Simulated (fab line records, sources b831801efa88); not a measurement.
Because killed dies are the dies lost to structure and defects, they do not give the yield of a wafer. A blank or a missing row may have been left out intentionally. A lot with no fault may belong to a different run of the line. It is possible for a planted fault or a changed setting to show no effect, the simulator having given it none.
fab line records | flow sky130
record lots=6 | wafers=18 | last_day=50
route steps=708 shown LDD_P@263 LDD_HVN@267 LDD_HVP@278 PAD_OPEN@708
lots that met no fault: taken from a fault-free run of the same line
start_h: hours from the record's first day to the start of the lot's first wafer shown | wait_h: hours elapsed since this lot's preceding step | " as in the row above | L1.1+2: several wafers, shown together as one row | - value missing, or start not given | * or withheld: withheld | < > ~ a bound
route shown NAME@n: a module of which the file shows steps, and the number in the route of the first | usual: average and standard deviation across the fault-free wafers | same: alike in all rows | chamber/n: place in a boat | sites: each site's reading | _std_site: how widely they spread, as a standard deviation | _edge_site: outer sites' mean less inner sites' | radius_mm: how far each site lies from the wafer's centre | mask NAME#n: copy n | behind: the tool/chamber that last shaped the wafer | hold: why the lot was held/for how many hours/how that ended | device: which transistor (n, p or np) failed to switch | end of line: tests of these same wafers at the route's end | a step with no rows: only its recipe | killed: dies that structure and defects cost at the first sort, which is not the same as the wafer's yield | map: dies across one wafer; x = killed, . = not, _ = none there
set.NAME: the setting the step ran with; set.NAME@STEP: the setting that earlier step ran with | model.NAME: the simulator's own value behind a step, which no gauge read
a table for each step, a row for each wafer; lots at some steps of the route
services: a tool's chamber out of use, with start hour (start_h, from the record's first day; less than 0 if before it), hours out, and reason
## steps
# step SKY_LDD_P_OVL_MEAS_08
# usual LDD_P_OVL=0.1/1.2
lot.wafer | tool       | chamber | start_h | wait_h | LDD_P_OVL[nm]
L650.2    | overlay-02 | -       | 456.49  | 0.1    | 1.0
L650.4    | "          | -       | "       | "      | 1.5
L650.5    | "          | -       | "       | "      | 1.2
L653.2    | overlay-02 | -       | 489.69  | 0.1    | 0.3
L653.4    | "          | -       | "       | "      | -1.9
L653.6    | "          | -       | "       | "      | -0.2
L658.1    | overlay-01 | -       | 543.77  | 0.1    | -0.3
L658.3    | "          | -       | "       | "      | 1.5
L658.5    | "          | -       | "       | "      | 1.4
L659.2    | overlay-02 | -       | 547.49  | 0.1    | -0.1
L659.5    | "          | -       | "       | "      | 1.1
L659.6    | "          | -       | "       | "      | -1.1
L660.3    | overlay-02 | -       | 572.05  | 0.1    | 0.8
L660.4    | "          | -       | "       | "      | 1.7
L660.6    | "          | -       | "       | "      | 0.4
L667.1    | overlay-02 | -       | 614.42  | 0.1    | 1.3
L667.2    | "          | -       | "       | "      | 0.1
L667.6    | "          | -       | "       | "      | 1.9
# step SKY_LDD_P_IMPLANT_09
# recipe species=BF2 | energy_kev=25 | dose_cm2=1e+13 | tilt_deg=withheld
# step SKY_LDD_P_STRIP_10
# recipe chemistry=O2/N2 | power_w=1400 | pressure_mtorr=1500 | platen_temp_c=withheld | o2_flow_sccm=3000 | n2_flow_sccm=300 | overash_fraction=0.5
# usual drypump_motor_current_A=5.4/0.39 | oes_product_au=0.715/0.0041 | strip_time_to_endpoint_s=14.20/0.037
lot.wafer | tool            | chamber | start_h | wait_h | drypump_motor_current_A | oes_product_au | rf_hours_counter_h | strip_time_to_endpoint_s
L650.2    | plasma_asher-04 | 1       | 456.73  | 0.1    | 5.0                     | 0.719          | 79                 | 14.23
L650.4    | "               | 0       | "       | "      | 6.3                     | 0.710          | -                  | 14.21
L650.5    | "               | 0       | "       | "      | 6.3                     | 0.714          | -                  | 14.23
L653.2    | plasma_asher-01 | 1       | 489.87  | 0.1    | 5.7                     | 0.720          | 36                 | 14.14
L653.4    | "               | 0       | "       | "      | 5.3                     | 0.710          | -                  | 14.18
L653.6    | "               | 1       | "       | "      | 5.6                     | 0.714          | -                  | 14.19
L658.1    | plasma_asher-01 | 0       | 543.95  | 0.1    | 5.4                     | 0.712          | 42                 | 14.21
L658.3    | "               | 1       | "       | "      | 5.7                     | 0.716          | -                  | 14.24
L658.5    | "               | 1       | "       | "      | 5.7                     | 0.716          | -                  | 14.24
L659.2    | plasma_asher-01 | 1       | 547.67  | 0.1    | 5.7                     | 0.714          | 42                 | 14.13
L659.5    | "               | 0       | "       | "      | 5.4                     | 0.713          | -                  | 14.13
L659.6    | "               | 1       | "       | "      | 5.7                     | 0.711          | -                  | 14.19
L660.3    | plasma_asher-03 | 1       | 572.25  | 0.1    | 5.4                     | 0.721          | -                  | 14.19
L660.4    | "               | 0       | "       | "      | 5.0                     | 0.710          | -                  | 14.17
L660.6    | "               | 1       | "       | "      | 5.4                     | 0.716          | -                  | 14.18
L667.1    | plasma_asher-04 | 1       | 614.60  | 0.1    | 5.0                     | 0.719          | 95                 | 14.22
L667.2    | "               | 0       | "       | "      | 6.3                     | 0.711          | 95                 | 14.19
L667.6    | "               | 1       | "       | "      | 5.0                     | 0.719          | -                  | 14.25
# step SKY_LDD_P_TW_MEAS_11
# usual LDD_P_TW=634/5
lot.wafer | tool          | chamber | start_h | wait_h | LDD_P_TW
L650.2    | film_metro-04 | -       | 456.84  | 0.1    | 636
L650.4    | "             | -       | "       | "      | 634
L650.5    | "             | -       | "       | "      | 638
L653.2    | film_metro-02 | -       | 489.98  | 0.1    | 633
L653.4    | "             | -       | "       | "      | 637
L653.6    | "             | -       | "       | "      | 631
L658.1    | film_metro-04 | -       | 544.05  | 0.1    | 627
L658.3    | "             | -       | "       | "      | 633
L658.5    | "             | -       | "       | "      | 628
L659.2    | film_metro-02 | -       | 547.78  | 0.1    | 625
L659.5    | "             | -       | "       | "      | 629
L659.6    | "             | -       | "       | "      | 630
L660.3    | film_metro-01 | -       | 572.34  | 0.1    | 642
L660.4    | "             | -       | "       | "      | 642
L660.6    | "             | -       | "       | "      | 637
L667.1    | film_metro-02 | -       | 614.70  | 0.1    | 628
L667.2    | "             | -       | "       | "      | 627
L667.6    | "             | -       | "       | "      | 623
# step SKY_LDD_HVN_DEHYDRATE_00
# recipe temp_c=200 | time_s=60
# step SKY_LDD_HVN_HMDS_01
# recipe prime_time_s=60 | prime_temp_c=120
# step SKY_LDD_HVN_COAT_02
# recipe resist=NOVOLAK | spin_rpm=3000 | resist_thk_nm=300
# step SKY_LDD_HVN_SOFTBAKE_03
# recipe temp_c=90 | time_s=60 | resist=NOVOLAK
# step SKY_LDD_HVN_EXPOSE_04
# recipe mask_id=HVNTM | na=0.6 | source_shape=conventional | sigma_outer=0.6 | polarization=unpolarized | target_cd_nm=700 | dose_mj=127
# step SKY_LDD_HVN_PEB_05
# recipe temp_c=withheld | time_s=* | resist=NOVOLAK
# step SKY_LDD_HVN_DEVELOP_06
# recipe resist=NOVOLAK | developer=TMAH | develop_time_s=60 | dev_temp_c=23
# step SKY_LDD_HVN_OVL_MEAS_07
# usual LDD_HVN_OVL=-0.1/1.6
lot.wafer | tool       | chamber | start_h | wait_h | LDD_HVN_OVL[nm]
L650.2    | overlay-02 | -       | 487.06  | 0.1    | 1.5
L650.4    | "          | -       | "       | "      | 1.2
L650.5    | "          | -       | "       | "      | -0.5
L653.2    | overlay-02 | -       | 520.56  | 0.1    | 2.3
L653.4    | "          | -       | "       | "      | 1.0
L653.6    | "          | -       | "       | "      | 2.0
L658.1    | overlay-01 | -       | 574.05  | 0.1    | -0.9
L658.3    | "          | -       | "       | "      | -0.5
L658.5    | "          | -       | "       | "      | 0.0
L659.2    | overlay-01 | -       | 577.51  | 0.1    | -1.1
L659.5    | "          | -       | "       | "      | -0.6
L659.6    | "          | -       | "       | "      | -2.8
L660.3    | overlay-02 | -       | 601.11  | 0.1    | 1.1
L660.4    | "          | -       | "       | "      | -0.8
L660.6    | "          | -       | "       | "      | -2.1
L667.1    | overlay-01 | -       | 643.45  | 0.1    | -0.6
L667.2    | "          | -       | "       | "      | -0.8
L667.6    | "          | -       | "       | "      | 1.0
# step SKY_LDD_HVN_IMPLANT_08
# recipe species=P | energy_kev=60 | dose_cm2=3e+13 | tilt_deg=40
# usual dose_ions_cm2=2.999e+13/3.3e+10 | end_station_pressure_torr=5.16e-06/2.6e-07
lot.wafer | tool         | chamber | start_h | wait_h | dose_ions_cm2 | end_station_pressure_torr
L650.2    | implanter-03 | 0       | 487.12  | 0.0    | 2.997e+13     | 5.71e-06
L650.4    | "            | 0       | "       | "      | 2.993e+13     | 5.32e-06
L650.5    | "            | 0       | "       | "      | 3e+13         | 4.98e-06
L653.2    | implanter-02 | 0       | 520.62  | 0.0    | 2.996e+13     | 4.81e-06
L653.4    | "            | 0       | "       | "      | 2.998e+13     | 5.27e-06
L653.6    | "            | 0       | "       | "      | 2.997e+13     | 5e-06
L658.1    | implanter-01 | 0       | 574.08  | 0.0    | 2.996e+13     | 4.81e-06
L658.3    | "            | 0       | "       | "      | 2.996e+13     | 5.24e-06
L658.5    | "            | 0       | "       | "      | 2.996e+13     | 4.93e-06
L659.2    | implanter-02 | 0       | 577.57  | 0.0    | 3.003e+13     | 5.34e-06
L659.5    | "            | 0       | "       | "      | 3e+13         | 5.2e-06
L659.6    | "            | 0       | "       | "      | 2.997e+13     | 4.8e-06
L659.2    | implanter-02 | 0       | 577.89  | 0.3    | 3.005e+13     | 5.27e-06
L659.5    | "            | 0       | "       | "      | 3.002e+13     | 5.37e-06
L659.6    | "            | 0       | "       | "      | 3.003e+13     | 4.89e-06
L660.3    | implanter-03 | 0       | 601.18  | 0.1    | 3e+13         | 5.04e-06
L660.4    | "            | 0       | "       | "      | 2.998e+13     | 5.41e-06
L660.6    | "            | 0       | "       | "      | 3.002e+13     | 5.47e-06
L667.1    | implanter-02 | 0       | 643.48  | 0.0    | 3e+13         | 5.12e-06
L667.2    | "            | 0       | "       | "      | 3.004e+13     | 5.3e-06
L667.6    | "            | 0       | "       | "      | 3.001e+13     | 5.29e-06
L667.1    | implanter-02 | 0       | 643.80  | 0.3    | 3.002e+13     | 5.43e-06
L667.2    | "            | 0       | "       | "      | 3.004e+13     | 4.8e-06
L667.6    | "            | 0       | "       | "      | 3.006e+13     | 4.97e-06
# step SKY_LDD_HVN_STRIP_09
# recipe chemistry=O2/N2 | power_w=1400 | pressure_mtorr=1500 | platen_temp_c=withheld | o2_flow_sccm=3000 | n2_flow_sccm=300 | overash_fraction=0.5
# usual drypump_motor_current_A=5.34/0.24 | oes_product_au=0.409/0.0043 | strip_time_to_endpoint_s=4.142/0.014
lot.wafer | tool            | chamber | start_h | wait_h | drypump_motor_current_A | oes_product_au | rf_hours_counter_h | strip_time_to_endpoint_s
L650.2    | plasma_asher-01 | 1       | 487.24  | 0.1    | 5.67                    | 0.408          | 35                 | 4.140
L650.4    | "               | 1       | "       | "      | 5.69                    | 0.405          | -                  | 4.157
L650.5    | "               | 0       | "       | "      | 5.35                    | 0.409          | -                  | 4.141
L653.2    | plasma_asher-02 | 0       | 520.74  | 0.1    | 5.70                    | 0.409          | 10                 | 4.139
L653.4    | "               | 1       | "       | "      | 5.43                    | 0.407          | -                  | 4.129
L653.6    | "               | 1       | "       | "      | 5.43                    | 0.404          | -                  | 4.125
L658.1    | plasma_asher-03 | 0       | 574.23  | 0.1    | 5.03                    | 0.411          | 72                 | 4.166
L658.3    | "               | 0       | "       | "      | 5.01                    | 0.410          | -                  | 4.153
L658.5    | "               | 1       | "       | "      | 5.42                    | 0.413          | -                  | 4.155
L659.2    | plasma_asher-03 | 1       | 578.01  | 0.1    | 5.36                    | 0.402          | 73                 | 4.143
L659.5    | "               | 1       | "       | "      | 5.36                    | 0.408          | -                  | 4.151
L659.6    | "               | 0       | "       | "      | 5.02                    | 0.407          | -                  | 4.138
L660.3    | plasma_asher-01 | 0       | 601.32  | 0.1    | 5.39                    | 0.403          | -                  | 4.144
L660.4    | "               | 1       | "       | "      | 5.69                    | 0.413          | -                  | 4.155
L660.6    | "               | 0       | "       | "      | 5.36                    | 0.411          | -                  | 4.143
L667.1    | plasma_asher-03 | 0       | 643.95  | 0.1    | 5.04                    | 0.414          | 80                 | 4.144
L667.2    | "               | 1       | "       | "      | 5.41                    | 0.409          | 80                 | 4.148
L667.6    | "               | 0       | "       | "      | 5.03                    | 0.409          | -                  | 4.135
# step SKY_LDD_HVN_TW_MEAS_10
# usual LDD_HVN_TW=1442/11
lot.wafer | tool          | chamber | start_h | wait_h | LDD_HVN_TW
L650.2    | film_metro-03 | -       | 487.35  | 0.1    | 1469
L650.4    | "             | -       | "       | "      | 1462
L650.5    | "             | -       | "       | "      | 1459
L653.2    | film_metro-03 | -       | 520.85  | 0.1    | 1451
L653.4    | "             | -       | "       | "      | 1471
L653.6    | "             | -       | "       | "      | 1458
L658.1    | film_metro-03 | -       | 574.33  | 0.1    | 1451
L658.3    | "             | -       | "       | "      | 1445
L658.5    | "             | -       | "       | "      | 1449
L659.2    | film_metro-01 | -       | 578.12  | 0.1    | 1808
L659.5    | "             | -       | "       | "      | 1808
L659.6    | "             | -       | "       | "      | 1806
L660.3    | film_metro-04 | -       | 601.40  | 0.1    | 1436
L660.4    | "             | -       | "       | "      | 1432
L660.6    | "             | -       | "       | "      | 1434
L667.1    | film_metro-04 | -       | 644.05  | 0.1    | 1790
L667.2    | "             | -       | "       | "      | 1786
L667.6    | "             | -       | "       | "      | 1784
# step SKY_LDD_HVP_DEHYDRATE_00
# recipe temp_c=200 | time_s=60
# step SKY_PAD_OPEN_PROBE_99
# usual killed_at_M0_to_M3=44/6.4 | killed_at_M4_up=3.6/2.1 | killed_at_contacts=23/5.1 | killed_at_front_end=15/4.3 | killed_at_other=0.3/0.56 | killed_dies=86/9 | killed_open=47/6.4 | killed_short=39/5.8
# same gross_dies=492 | killed_at_back_side=0
lot.wafer | tool      | chamber | start_h | wait_h | killed_at_M0_to_M3 | killed_at_M4_up | killed_at_contacts | killed_at_front_end | killed_at_other | killed_dies | killed_open | killed_short | model.etest.tip_n_5v.rs_ohm_sq | model.etest.nfet_g5v0d10v5.r_on_ohm_um | model.etest.nfet_g5v0d10v5.drive_ua_um | model.etest.nfet_05v0_nvt.drive_ua_um | model.etest.res_ndiff_hv.rs_ohm_sq | model.etest.ring_5v.delay_ps | model.etest.nfet_05v0_nvt.off_log10_a_um | model.etest.nfet_g5v0d10v5.vt_sat_v
L650.2    | prober-02 | -       | 1086.80 | 0.1    | 46                 | 1               | 17                 | 15                  | 1               | 80          | 39          | 41           | 1364                           | 1876                                   | 613                                    | 580.4                                 | 113.7                              | 44.64                        | -10.87                                   | 0.7505
L650.4    | prober-02 | -       | 1086.90 | 0.2    | 46                 | 2               | 19                 | 12                  | 0               | 79          | 41          | 38           | 1357                           | 1871                                   | 607.7                                  | 580                                   | 113.2                              | 44.68                        | -10.99                                   | 0.763
L650.5    | prober-02 | -       | 1086.95 | 0.2    | 48                 | 2               | 20                 | 14                  | 0               | 84          | 39          | 45           | 1358                           | 1856                                   | 617.5                                  | 589.7                                 | 113.3                              | 44.45                        | -10.9                                    | 0.7497
L653.2    | prober-02 | -       | 1112.98 | 0.1    | 48                 | 2               | 32                 | 15                  | 1               | 98          | 64          | 33           | 1394                           | 1892                                   | 603.1                                  | 576.9                                 | 115.9                              | 45.07                        | -11.05                                   | 0.7593
L653.4    | prober-02 | -       | 1113.08 | 0.2    | 43                 | 3               | 22                 | 25                  | 1               | 94          | 49          | 45           | 1378                           | 1897                                   | 603.6                                  | 568.5                                 | 115.3                              | 44.7                         | -11.14                                   | 0.7611
L653.6    | prober-02 | -       | 1113.18 | 0.2    | 34                 | 0               | 23                 | 18                  | 1               | 76          | 44          | 32           | 1392                           | 1935                                   | 595.6                                  | 569.3                                 | 116.2                              | 45.19                        | -11.1                                    | 0.7627
L658.1    | prober-01 | -       | 1138.57 | 0.1    | 53                 | 3               | 19                 | 22                  | 0               | 97          | 52          | 45           | 1392                           | 1878                                   | 603.1                                  | 576                                   | 114.5                              | 45.63                        | -10.93                                   | 0.7754
L658.3    | prober-01 | -       | 1138.67 | 0.2    | 50                 | 6               | 20                 | 17                  | 0               | 93          | 50          | 43           | 1398                           | 1867                                   | 604.7                                  | 579.3                                 | 114.2                              | 44.7                         | -11.07                                   | 0.7747
L658.5    | prober-01 | -       | 1138.77 | 0.2    | 50                 | 4               | 20                 | 9                   | 0               | 83          | 48          | 35           | 1377                           | 1864                                   | 611.5                                  | 580                                   | 113.7                              | 44.5                         | -10.97                                   | 0.7665
L659.2    | prober-02 | -       | 1140.88 | 0.1    | 41                 | 3               | 20                 | 10                  | 0               | 74          | 37          | 37           | 831.7                          | 1678                                   | 668.5                                  | 606.8                                 | 109.4                              | 43.48                        | -10.64                                   | 0.6679
L659.5    | prober-02 | -       | 1141.03 | 0.2    | 39                 | 2               | 37                 | 12                  | 1               | 91          | 54          | 37           | 833.9                          | 1702                                   | 661.3                                  | 602.2                                 | 109.5                              | 43.52                        | -10.66                                   | 0.6742
L659.6    | prober-02 | -       | 1141.08 | 0.2    | 34                 | 11              | 26                 | 15                  | 0               | 86          | 44          | 42           | 835.9                          | 1692                                   | 661.4                                  | 601.5                                 | 110                                | 43.19                        | -10.62                                   | 0.6638
L660.3    | prober-01 | -       | 1156.92 | 0.2    | 36                 | 2               | 20                 | 18                  | 1               | 77          | 49          | 28           | 1372                           | 1879                                   | 609.3                                  | 579.7                                 | 115.1                              | 44.52                        | -11.16                                   | 0.7697
L660.4    | prober-01 | -       | 1156.97 | 0.2    | 40                 | 6               | 23                 | 23                  | 0               | 92          | 56          | 36           | 1387                           | 1883                                   | 610.4                                  | 583                                   | 114.3                              | 44.59                        | -10.86                                   | 0.7574
L660.6    | prober-01 | -       | 1157.07 | 0.2    | 37                 | 1               | 28                 | 12                  | 1               | 79          | 46          | 32           | 1379                           | 1882                                   | 605.4                                  | 577.6                                 | 115                                | 44.7                         | -11.08                                   | 0.7683
L667.1    | prober-01 | -       | 1190.33 | 0.1    | 34                 | 6               | 22                 | 24                  | 0               | 86          | 46          | 40           | 852.5                          | 1723                                   | 650.4                                  | 592.2                                 | 110.1                              | 43.38                        | -10.85                                   | 0.6785
L667.2    | prober-01 | -       | 1190.38 | 0.1    | 49                 | 3               | 22                 | 17                  | 0               | 91          | 48          | 43           | 855.6                          | 1747                                   | 644.6                                  | 592.4                                 | 110.7                              | 44.58                        | -10.88                                   | 0.6836
L667.6    | prober-01 | -       | 1190.58 | 0.2    | 47                 | 6               | 29                 | 19                  | 0               | 101         | 56          | 45           | 860.4                          | 1727                                   | 660.6                                  | 599.8                                 | 110.4                              | 43.87                        | -10.81                                   | 0.6969
# killed by level:class
L650.2 VIA1:geometric_particle:open=9 METAL2:geometric_particle:short=9 METAL1:geometric_particle:short=8 LI_CONTACT:geometric_particle:open=6 FIELD_ISO:geometric_particle:open=5 VIA2:geometric_particle:open=5 LOCAL_INTERCONNECT:geometric_particle:short=4 METAL2:geometric_particle:open=4
L650.4 VIA3:geometric_particle:open=9 VIA3:geometric_particle:short=7 LI_CONTACT:geometric_particle:open=6 CONTACT:geometric_particle:open=6 METAL2:geometric_particle:short=6 VIA2:geometric_particle:open=6 VIA1:geometric_particle:short=5 VIA1:geometric_particle:open=5
L650.5 VIA1:geometric_particle:open=9 VIA3:geometric_particle:open=7 LI_CONTACT:geometric_particle:open=6 LOCAL_INTERCONNECT:geometric_particle:short=6 METAL2:geometric_particle:short=6 CONTACT:geometric_particle:open=5 METAL1:geometric_particle:short=5 VIA2:geometric_particle:open=5
L653.2 VIA1:geometric_particle:open=15 CONTACT:geometric_particle:open=13 LI_CONTACT:geometric_particle:open=9 FIELD_ISO:geometric_particle:open=6 VIA3:geometric_particle:open=6 METAL2:geometric_particle:short=5 VIA2:geometric_particle:open=5 FIELD_ISO:geometric_particle:short=4
L653.4 VIA1:geometric_particle:open=10 METAL2:geometric_particle:short=10 LI_CONTACT:geometric_particle:open=8 FIELD_ISO:geometric_particle:open=7 FIELD_ISO:geometric_particle:short=6 CONTACT:geometric_particle:open=5 VIA2:geometric_particle:open=5 POLY_GATE:geometric_particle:open=4
L653.6 LI_CONTACT:geometric_particle:open=7 CONTACT:geometric_particle:open=7 VIA1:geometric_particle:short=7 VIA1:geometric_particle:open=6 VIA2:geometric_particle:open=5 FIELD_ISO:geometric_particle:open=4 POLY_GATE:geometric_particle:open=4 LOCAL_INTERCONNECT:geometric_particle:short=4
L658.1 VIA1:geometric_particle:open=15 METAL1:geometric_particle:short=8 POLY_GATE:geometric_particle:open=6 CONTACT:geometric_particle:open=6 VIA3:geometric_particle:open=6 POLY_GATE:geometric_particle:short=5 METAL2:geometric_particle:short=5 VIA2:geometric_particle:open=5
L658.3 CONTACT:geometric_particle:open=11 VIA1:geometric_particle:open=8 METAL1:geometric_particle:short=8 VIA3:geometric_particle:open=8 METAL2:geometric_particle:short=7 VIA2:geometric_particle:open=6 FIELD_ISO:geometric_particle:open=4 FIELD_ISO:geometric_particle:short=4
L658.5 VIA1:geometric_particle:open=12 CONTACT:geometric_particle:open=11 VIA1:geometric_particle:short=6 VIA3:geometric_particle:open=6 POLY_GATE:geometric_particle:short=5 METAL1:geometric_particle:short=5 METAL2:geometric_particle:short=5 VIA2:geometric_particle:open=5
L659.2 CONTACT:geometric_particle:open=10 METAL1:geometric_particle:short=8 VIA1:geometric_particle:open=6 VIA3:geometric_particle:open=6 VIA2:geometric_particle:open=5 POLY_GATE:geometric_particle:open=4 LI_CONTACT:geometric_particle:open=4 METAL3:geometric_particle:short=4
L659.5 CONTACT:geometric_particle:open=15 LI_CONTACT:geometric_particle:open=11 VIA1:geometric_particle:open=8 CONTACT:geometric_particle:short=7 METAL2:geometric_particle:short=6 VIA2:geometric_particle:open=5 METAL3:geometric_particle:short=5 POLY_GATE:geometric_particle:short=4
L659.6 LI_CONTACT:geometric_particle:open=11 VIA1:geometric_particle:open=9 METAL4:geometric_particle:short=9 POLY_GATE:geometric_particle:open=6 METAL2:geometric_particle:short=6 CONTACT:geometric_particle:short=5 VIA2:geometric_particle:open=5 VIA3:geometric_particle:open=4
L660.3 VIA1:geometric_particle:open=9 VIA2:geometric_particle:open=9 LI_CONTACT:geometric_particle:open=6 POLY_GATE:geometric_particle:short=5 VIA3:geometric_particle:open=5 FIELD_ISO:geometric_particle:open=4 CONTACT:geometric_particle:open=4 LOCAL_INTERCONNECT:geometric_particle:open=4
L660.4 VIA1:geometric_particle:open=14 LI_CONTACT:geometric_particle:open=8 CONTACT:geometric_particle:open=8 VIA2:geometric_particle:open=7 FIELD_ISO:geometric_particle:open=6 POLY_GATE:geometric_particle:short=5 VIA3:geometric_particle:open=5 METAL4:geometric_particle:short=4
L660.6 LI_CONTACT:geometric_particle:open=13 CONTACT:geometric_particle:open=6 VIA1:geometric_particle:open=6 METAL2:geometric_particle:short=6 VIA3:geometric_particle:open=6 FIELD_ISO:geometric_particle:open=4 LOCAL_INTERCONNECT:geometric_particle:short=4 VIA1:geometric_particle:short=4
L667.1 POLY_GATE:geometric_particle:open=9 CONTACT:geometric_particle:open=7 VIA1:geometric_particle:short=7 FIELD_ISO:geometric_particle:open=6 VIA2:geometric_particle:open=6 LOCAL_INTERCONNECT:geometric_particle:short=5 METAL1:geometric_particle:short=5 VIA1:geometric_particle:open=5
L667.2 VIA1:geometric_particle:open=12 METAL2:geometric_particle:short=10 METAL1:geometric_particle:short=8 LI_CONTACT:geometric_particle:open=6 LOCAL_INTERCONNECT:geometric_particle:short=5 CONTACT:geometric_particle:open=5 VIA2:geometric_particle:open=5 POLY_GATE:geometric_particle:open=4
L667.6 LI_CONTACT:geometric_particle:open=11 VIA3:geometric_particle:open=9 VIA1:geometric_particle:open=8 FIELD_ISO:geometric_particle:open=6 LI_CONTACT:geometric_particle:short=6 METAL4:geometric_particle:short=6 CONTACT:geometric_particle:open=6 VIA1:geometric_particle:short=6
## services
tool            | chamber | start_h | hours | kind
implanter-03    | -       | 446.32  | 21.4  | repair
plasma_asher-02 | -       | 446.54  | 0.3   | repair
implanter-01    | -       | 451.53  | 1.7   | pm
plasma_asher-03 | -       | 487.27  | 28.1  | pm
plasma_asher-02 | -       | 576.68  | 1.1   | repair
implanter-02    | -       | 591.92  | 1.8   | repair
plasma_asher-01 | -       | 604.29  | 109.0 | repair
implanter-03    | -       | 615.19  | 4.4   | pm
## key
first_sign step=SKY_LDD_HVN_IMPLANT_08 | reading=visit | direction=added
effect step=SKY_LDD_HVN_TW_MEAS_10 | reading=LDD_HVN_TW | direction=up | sigmas=31 | usual=1442 | struck=1797
model_effect step=SKY_PAD_OPEN_PROBE_99 | value=etest.tip_n_5v.rs_ohm_sq | without=1373 | struck=845
met_at SKY_LDD_HVN_IMPLANT_08
struck_wafers L659.2,L659.5,L659.6,L667.1,L667.2,L667.6
tester_left_out L659,L667
fault kind=repeated_step_whole | tool=implanter-01,implanter-02,implanter-03 | chamber=- | onset_h=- | steps=SKY_LDD_HVN_IMPLANT_08 | times=1 | scope=struck_lots_only
# tester_left_out: of these lots the tester's yield and bins aren't shown, on N5 and GAA mostly nor the transistor test; their killed dies are dies lost to structure and defects alone, not to doping, threshold or leakage, so they don't give the yield
